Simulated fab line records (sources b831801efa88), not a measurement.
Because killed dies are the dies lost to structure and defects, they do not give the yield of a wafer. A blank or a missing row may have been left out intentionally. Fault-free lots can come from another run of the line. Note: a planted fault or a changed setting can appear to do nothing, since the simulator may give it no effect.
One fault through the eyes of 2 desks :: flow gf180mcu :: what lay behind the numbers comes last; until then each desk has only its own

AT THE METROLOGY DESK
What the gauges read, lot by lot, whatever tool the lot ran on: means of the sampled wafers that have a number. Any lot whose mean is over 4 standard deviations away from the usual mean is out of limits and marked OUT; that distance is given in the brackets.
Columns: A = V1_W_RS at GF_V1_RS_MEAS_24, usual 0.318 ohm/sq; B = V1_W_THK at GF_V1_THK_MEAS_25, usual 366 nm; C = M2_ALCU_RS at GF_M2_RS_MEAS_05, usual 0.0695 ohm/sq; D = M2_ALCU_THK at GF_M2_THK_MEAS_06, usual 441 nm
lot: L683
first seen here: day 18 07:52
A: 0.320
B: 363
C: 0.0690
D: 446

lot: L687
first seen here: day 19 22:03
A: 0.317
B: 366
C: 0.0687
D: 448

lot: L688
first seen here: day 20 19:28
A: 0.315
B: 365
C: 0.0542 (-17) OUT
D: 564 (+20) OUT

lot: L689
first seen here: day 20 20:14
A: 0.320
B: 361
C: 0.0542 (-17) OUT
D: 566 (+20) OUT

lot: L699
first seen here: day 24 04:34
A: 0.323
B: 364
C: 0.0696
D: 441

lot: L706
first seen here: day 26 10:28
A: 0.315
B: 364
C: 0.0688
D: 444
Finding of this desk: L688, L689 out of limits, first seen on L688 at day 20 20:10 (M2_ALCU_RS at GF_M2_RS_MEAS_05). L683, L687, L699, L706 stayed within limits.

FOR THE TOOL OWNER'S DESK: pvd_sputter-03
The tool's own readings at GF_M2_SPUTTER_02 (material AlCu, target thk 450 nm, time 23.9 s): means of the sampled wafers that have a number, for each lot that ran on this tool. Any lot whose mean is over 4 standard deviations away from the usual mean is out of limits and marked OUT; that distance is given in the brackets.
Columns: A = throttle_valve_pct at GF_M2_SPUTTER_02, usual 30.1 %
lot: L683
first seen here: day 18 08:29
A: 29.8

lot: L688
first seen here: day 20 20:04
A: 29.8

lot: L689
first seen here: day 20 20:49
A: 29.9
Result from this desk: across the 3 lots, nothing is out of limits.

TAKEN TOGETHER
On L688, L689, the metrology desk was in a position to raise an alarm at day 20 20:10.
Nothing out of limits was seen by the tool owner's desk.
Tool owner's desk: L688, L689 on record, inside its limits.
On pvd_sputter-03, each named lot ran GF_M2_SPUTTER_02.

WHAT HAD BEEN PUT IN BY THE SIMULATOR
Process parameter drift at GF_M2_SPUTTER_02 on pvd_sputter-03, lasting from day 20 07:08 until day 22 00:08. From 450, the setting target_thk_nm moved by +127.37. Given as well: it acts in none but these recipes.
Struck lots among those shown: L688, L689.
Hours from the fault's start to each desk's first reading out of limits: the metrology desk, 13.
